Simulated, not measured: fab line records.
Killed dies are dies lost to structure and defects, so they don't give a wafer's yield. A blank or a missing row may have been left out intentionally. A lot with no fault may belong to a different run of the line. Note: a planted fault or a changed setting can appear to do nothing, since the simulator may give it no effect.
Problem report in the 8D (eight disciplines) form, filled by code | flow sky130 | the parts of the form that need people (team, actions taken, sign-off) are left out

## 1. THE PROBLEM
Wafers free of any fault read 1661 (standard deviation 27) for RES_XHIGH_TW at SKY_RES_XHIGH_TW_MEAS_09, against a mean of 1963 on 6 wafers of 2 lots. Measured from the usual mean, that is +11 standard deviations.
First observed at day 32 21:12: wafer L325.1, on film-metro-04. The record holds 39 wafers of 13 lots with a number at this step. The rule behind "out" and "out of limits": a value lying over 4 standard deviations away from the usual mean. The rest of the wafers with a number are treated as sound.

## 2. WHAT IT IS; WHAT IT IS NOT
question                    | is                     | is not
which readings at this step | RES_XHIGH_TW           | -
which lots                  | L325, L326             | L312, L314, L315, L317, L324, L329, L330, L332, L333, L334, L335
which wafers of those lots  | all that have a number | -
read on which gauges        | film-metro-04          | film-metro-01, film-metro-03
when                        | from day 32 21:12      | up to then (15 sound wafers); but 18 sound wafers of L329, L330, L332, L333, L334, L335 came after

## 3. THE SUSPECTS, EACH WITH WHAT RULES IT OUT
Counting: a tool stays on the suspect list if, at a process step up to the reading, it processed all lots that are out and no sound lot following the first of them.
- the gauge at SKY_RES_XHIGH_TW_MEAS_09: ruled out. All the wafers that are out were read on film-metro-04, but those of them that SKY_PAD_OPEN_PROBE_99 has rows for are out there too, on other tools.
- litho-track-03 at SKY_LDD_LDN_COAT_02 (resist thk 1140 nm): ruled out as a lasting fault. Sound lots L329, L333 ran on it after its first lot that is out, L325 (day 28 16:47).
Left after counting: nothing in the record.

## 4. THE CAUSE (what the simulator had put in)
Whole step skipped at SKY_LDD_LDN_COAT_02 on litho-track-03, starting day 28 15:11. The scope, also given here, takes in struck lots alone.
Counting ruled it out, wrongly: the rule takes a fault to strike every lot that its tool runs from its start on, and this one did not.

## 5. THE EFFECT CHAIN, in route order
Rows list readings where the struck wafers' mean (over those with a number) sits beyond 3 standard deviations from the usual. Only readings whose record carries a usual standard deviation are examined. hours: median over the lots of the time between each lot's start at the first step of this table that gives one and its start at this step. sigmas: the change, counted in usual standard deviations.
hours | step                     | reading             | usual | on struck wafers | change | sigmas
0     | SKY_RES_XHIGH_TW_MEAS_09 | RES_XHIGH_TW        | 1661  | 1963             | +302   | +11
414   | SKY_PAD_OPEN_PROBE_99    | killed-at-front-end | 16    | 416              | +400   | +91
414   | SKY_PAD_OPEN_PROBE_99    | killed-dies         | 86    | 492              | +406   | +42
414   | SKY_PAD_OPEN_PROBE_99    | killed-on-rim       | 17    | 96               | +79    | +21
Process steps it contains:
- SKY_PAD_OPEN_PROBE_99
Readings that are blank on the struck wafers while sound wafers have them: chill-plate-temp-C at SKY_LDD_LDN_COAT_02; dispense-pressure-kPa at SKY_LDD_LDN_COAT_02; LDD_LDN_OVL at SKY_LDD_LDN_OVL_MEAS_07.

## 6. WHAT WOULD HAVE CAUGHT IT SOONER
102 hours passed between the start of the fault at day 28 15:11 and the first reading out of limits at a measuring or inspecting step in this record, taken at day 32 21:12.
Between SKY_LDD_LDN_COAT_02 and SKY_RES_XHIGH_TW_MEAS_09, SKY_LDD_LDN_OVL_MEAS_07 gave no LDD_LDN_OVL on the struck wafers, where sound wafers have one: a measuring or inspecting step that comes back empty is itself a sign.
At SKY_LDD_LDN_COAT_02 the tool's readings are blank on the struck wafers, where sound wafers have them: an empty tool record is the first sign, and it was there at once.
